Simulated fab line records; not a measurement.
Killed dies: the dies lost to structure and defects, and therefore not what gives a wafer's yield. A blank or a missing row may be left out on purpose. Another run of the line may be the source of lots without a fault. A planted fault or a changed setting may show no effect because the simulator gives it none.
Which of the tools did it? | flow sky130 | 13 lots with 37 wafers sampled at 5 steps, on a route of 708 steps

## WHAT THE GAUGES SHOWED, per wafer
SKY_VT_ADJUST_HVTR_CD_MEAS_07: the cd target is 380 nm.
lot  | measured     | on        | cd_nm (nm)
L372 | day 9 12:35  | cd_sem-02 | 383.3 383.2 383.4
L373 | day 9 21:26  | cd_sem-02 | 381.6 381.4 379.7
L375 | day 10 06:20 | cd_sem-01 | 379.1 377.0 377.1
L374 | day 10 07:14 | cd_sem-01 | 377.6 378.3 380.1
L378 | day 11 08:53 | cd_sem-01 | 382.8 384.6 379.0
L380 | day 11 17:53 | cd_sem-01 | 382.2 379.1 381.0
L386 | day 13 08:56 | cd_sem-01 | 382.8
L389 | day 14 09:17 | cd_sem-02 | 381.7 381.3 382.2
L391 | day 14 23:31 | cd_sem-02 | 378.0 379.1 376.7
L392 | day 15 19:44 | cd_sem-02 | 381.0 381.8 380.4
L393 | day 16 16:40 | cd_sem-02 | 380.9 379.9 380.0
L394 | day 16 18:34 | cd_sem-02 | 382.9 382.8 383.6
L395 | day 16 19:25 | cd_sem-02 | 375.8 376.0 377.4

SKY_SONOS_TUNNEL_OVL_MEAS_08.
lot  | measured     | on         | SONOS_TUNNEL_OVL (nm)
L372 | day 11 09:16 | overlay-01 | 2.4 -0.7 -0.8
L373 | day 11 16:46 | overlay-01 | -2.8 0.4 -1.8
L375 | day 12 03:16 | overlay-02 | -2.2 -2.8 -2.3
L374 | day 12 04:04 | overlay-01 | 0.4 -1.4 -2.9
L378 | day 13 06:49 | overlay-02 | -1.4 -2.9 -1.9
L380 | day 13 18:39 | overlay-01 | 0.1 0.8 0.3
L386 | day 15 11:51 | overlay-01 | -2.6
L389 | day 16 14:46 | overlay-02 | 1.9 1.4 0.4
L391 | day 17 08:34 | overlay-02 | -2.5 -2.1 -0.9
L392 | day 18 06:43 | overlay-01 | -1.5 0.0 -1.3
L393 | day 19 06:04 | overlay-02 | -0.8 -0.9 -0.8
L394 | day 19 07:19 | overlay-01 | 1.2 1.0 -0.2
L395 | day 19 08:37 | overlay-02 | -0.6 -0.1 -0.3

SKY_SONOS_TUNNEL_TW_MEAS_12.
lot  | measured     | on            | SONOS_TUNNEL_TW
L372 | day 11 09:43 | film_metro-01 | 199.1 198.2 197.3
L373 | day 11 17:12 | film_metro-02 | 200.2 200.8 202.0
L375 | day 12 03:44 | film_metro-02 | 201.0 199.3 199.8
L374 | day 12 04:33 | film_metro-01 | 199.8 199.3 199.5
L378 | day 13 07:16 | film_metro-01 | 200.8 201.0 198.9
L380 | day 13 19:07 | film_metro-02 | 199.1 199.9 198.6
L386 | day 15 12:24 | film_metro-03 | 196.8 195.7
L389 | day 16 15:24 | film_metro-02 | 199.7 199.5 199.6
L391 | day 17 09:07 | film_metro-02 | 198.6 197.0 199.0
L392 | day 18 07:20 | film_metro-02 | 198.6 199.2 198.4
L393 | day 19 06:41 | film_metro-03 | 198.6 198.6 199.1
L394 | day 19 07:51 | film_metro-02 | 200.3 199.0 198.8
L395 | day 19 09:10 | film_metro-02 | 198.2 199.0 199.4

SKY_SONOS_ONO_OVL_MEAS_14.
lot  | measured     | on         | SONOS_ONO_OVL (nm)
L372 | day 12 19:10 | overlay-01 | 0.4 0.6 0.7
L373 | day 13 09:01 | overlay-02 | -2.1 -0.8 -1.0
L375 | day 13 09:12 | overlay-02 | -0.7 -0.9 0.8
L374 | day 13 15:01 | overlay-01 | -0.8 -1.8 -1.3
L378 | day 14 18:31 | overlay-01 | 1.0 0.5 1.3
L380 | day 15 07:20 | overlay-01 | 0.5 1.6 2.8
L386 | day 16 20:23 | overlay-01 | -0.4
L389 | day 18 06:04 | overlay-02 | 0.3 1.3 0.9
L391 | day 18 21:10 | overlay-01 | -0.4 2.1 0.7
L392 | day 19 19:20 | overlay-01 | 0.3 -0.1 -0.5
L393 | day 20 16:42 | overlay-01 | 1.2 0.4 -0.9
L394 | day 20 17:40 | overlay-02 | 0.8 1.8 2.7
L395 | day 20 20:37 | overlay-01 | -2.2 -1.2 -1.5

## WHICH TOOL RAN EACH LOT (tool, then ch and the chambers of the sampled wafers, then the start)
lot  | SKY_SONOS_TUNNEL_IMPLANT_09
L372 | implanter-01 ch 0, day 11 09:20
L373 | implanter-02 ch 0, day 11 16:47
L375 | implanter-01 ch 0, day 12 03:17
L374 | implanter-02 ch 0, day 12 04:08
L378 | implanter-01 ch 0, day 13 06:53
L380 | implanter-02 ch 0, day 13 18:41
L386 | implanter-04 ch 0, day 15 11:53
L389 | implanter-01 ch 0, day 16 14:50
L391 | implanter-01 ch 0, day 17 08:37
L392 | implanter-01 ch 0, day 18 06:44
L393 | implanter-01 ch 0, day 19 06:05
L394 | implanter-02 ch 0, day 19 07:22
L395 | implanter-04 ch 0, day 19 08:41
- SKY_SONOS_TUNNEL_IMPLANT_09

## AS READ BY THE TOOLS THEMSELVES (means over the sampled wafers that have a number; for cases with no such wafer, the mark the record gives instead)
The record holds no such reading with a usual standard deviation.

## THE ANSWER, worked out from the rows above alone
Rule: the lots themselves supply what counts as usual. Put in order of their means at a reading, lots are off if they are a third of the lots or fewer, leave a main group of 4 or more, and stand apart from it by a gap of 3 or more times the standard deviation of the main group's means; of several such gaps the widest counts. A main group whose means are all the same, to the digits that the tables above print for the reading, isn't used. Also off: a lot with no number at a reading for which 4 or more lots have one. Any other lot the step has rows for is counted as sound. First the gauges in route order, then the tools' own readings, where a lot's mean is used as printed above. At the first step where some lot is off, the reading lying furthest off is the one used; lots without a number count as furthest.
Nothing can be told from this: no lot is off at any reading shown.

## WHAT THE SIMULATOR HAD INSERTED
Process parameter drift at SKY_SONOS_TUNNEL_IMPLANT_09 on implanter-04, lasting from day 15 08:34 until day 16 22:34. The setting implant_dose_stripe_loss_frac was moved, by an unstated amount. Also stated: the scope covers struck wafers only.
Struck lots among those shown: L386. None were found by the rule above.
